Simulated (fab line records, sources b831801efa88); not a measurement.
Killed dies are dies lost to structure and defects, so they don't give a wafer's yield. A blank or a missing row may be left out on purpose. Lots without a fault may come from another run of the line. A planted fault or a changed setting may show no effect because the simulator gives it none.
Which tool did it? | flow sky130 | 6 lots, 18 wafers sampled, at 3 steps of a route of 708

WHAT THE GAUGES READ, wafer by wafer
SKY_RES_XHIGH_TW_MEAS_09.
lot  | measured     | on            | RES_XHIGH_TW
L360 | day 27 12:05 | film_metro-01 | 1651 1654 1645
L362 | day 28 09:09 | film_metro-02 | 1617 1619 1611
L366 | day 29 17:03 | film_metro-01 | 30 30 30
L375 | day 32 09:30 | film_metro-02 | 1612 1614 1614
L377 | day 33 02:01 | film_metro-01 | 1656 1646 1644
L378 | day 33 10:39 | film_metro-01 | 1659 1640 1645

WHICH TOOL RAN EACH LOT (tool, then ch and the chambers of the sampled wafers, then the start)
lot  | SKY_SD_P_STRIP_10                    | SKY_RES_XHIGH_STRIP_08
L360 | plasma_asher-02 ch 0,1, day 26 06:27 | plasma_asher-04 ch 0,1, day 27 11:59
L362 | plasma_asher-04 ch 0,1, day 27 04:42 | plasma_asher-03 ch 0,1, day 28 09:02
L366 | plasma_asher-04 ch 0,1, day 28 14:37 | plasma_asher-04 ch 0,1, day 29 16:56
L375 | plasma_asher-02 ch 0,1, day 31 05:46 | plasma_asher-04 ch 0,1, day 32 09:24
L377 | plasma_asher-02 ch 0,1, day 31 22:28 | plasma_asher-04 ch 0,1, day 33 01:55
L378 | plasma_asher-04 ch 0,1, day 32 08:19 | plasma_asher-02 ch 0,1, day 33 10:32
- SKY_SD_P_STRIP_10: strips in O2/N2.
- SKY_RES_XHIGH_STRIP_08: strips in O2/N2.

THE ANSWER, worked out from the rows above alone
Rule: what is usual is taken from the lots themselves. Put in order of their means at a reading, lots are off if they are a third of the lots or fewer, leave a main group of 4 or more, and stand apart from it by a gap of 3 or more times the standard deviation of the main group's means; of several such gaps the widest counts. A main group whose means are all the same, to the digits that the tables above print for the reading, isn't used. A lot without any number at a reading at which 4 lots or more have one is off too. The other lots that the step has rows for count as sound.
Off: L366, at SKY_RES_XHIGH_TW_MEAS_09 (RES_XHIGH_TW). The main group: mean 1635, standard deviation 17.
A tool fits if, at a process step before that reading, it ran every lot that is off, and no sound lot after the first of them. The gauges at SKY_RES_XHIGH_TW_MEAS_09 are tried like those tools. None of those tried fits.

WHAT THE SIMULATOR HAD PUT IN
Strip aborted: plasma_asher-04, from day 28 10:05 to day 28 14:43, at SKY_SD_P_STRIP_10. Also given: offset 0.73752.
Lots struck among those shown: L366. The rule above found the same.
